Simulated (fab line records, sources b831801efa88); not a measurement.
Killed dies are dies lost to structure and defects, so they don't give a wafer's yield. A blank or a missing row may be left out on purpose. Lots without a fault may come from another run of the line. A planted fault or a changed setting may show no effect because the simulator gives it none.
Chamber matching | flow sky130 | SKY_LI_CONTACT_CMP_02 on cmp-02: 4 sister chambers
The step polishes PSG. 8 wafers are shown with their chamber, then 11 later ones without.

WAFERS WITH THEIR CHAMBER
wafer  | chamber | motor_current_A (A) | time_to_endpoint_s (s)
L079.3 | 3       | 10.7                | 35
L081.3 | 3       | 10.2                | 31
L087.2 | 0       | 10.0                | 32
L087.3 | 1       | 13.7                | 38
L088.1 | 2       | 13.0                | 33
L088.2 | 1       | 13.3                | 39
L088.4 | 0       | 10.5                | 31
L091.3 | 2       | 13.9                | 34

WAFERS WITHOUT THEIR CHAMBER
wafer  | motor_current_A (A) | time_to_endpoint_s (s)
L091.4 | 13.4                | 38
L091.5 | 13.6                | 36
L092.2 | 10.7                | 33
L092.4 | 14.0                | 38
L092.6 | 10.3                | 34
L095.1 | 12.9                | 35
L095.3 | 14.0                | 35
L095.5 | 14.0                | 31
L097.1 | 9.8                 | 34
L097.2 | 13.3                | 34
L097.5 | 10.5                | 32

WHICH CHAMBER EACH WENT THROUGH
wafer  | from the rows above     | in truth
L091.4 | 1                       | 1
L091.5 | can't be placed: 1 or 2 | 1
L092.2 | can't be placed: 3 or 0 | 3
L092.4 | can't be placed: 1 or 2 | 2
L092.6 | can't be placed: 3 or 0 | 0
L095.1 | can't be placed: 2 or 1 | 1
L095.3 | can't be placed: 2 or 1 | 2
L095.5 | 2                       | 2
L097.1 | can't be placed: 3 or 0 | 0
L097.2 | 2                       | 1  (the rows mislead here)
L097.5 | can't be placed: 3 or 0 | 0
Placed correctly: 2 of 11. Can't be placed from these rows: 8 (the true chamber is among the candidates in 8). Placed wrongly: 1.
How it was worked out, from the rows above alone: a wafer's distance from a chamber is the root of the sum, over the readings, of the square of ((its reading less the chamber's mean) divided by the reading's scatter). The wafer belongs to the nearest chamber; if the next one is less than 2 further off, it can't be placed. A chamber's mean is the mean of its shown wafers. The scatter: the root of (the sum of the squares of (reading less its chamber's mean) over the shown wafers, divided by (wafers less chambers)).
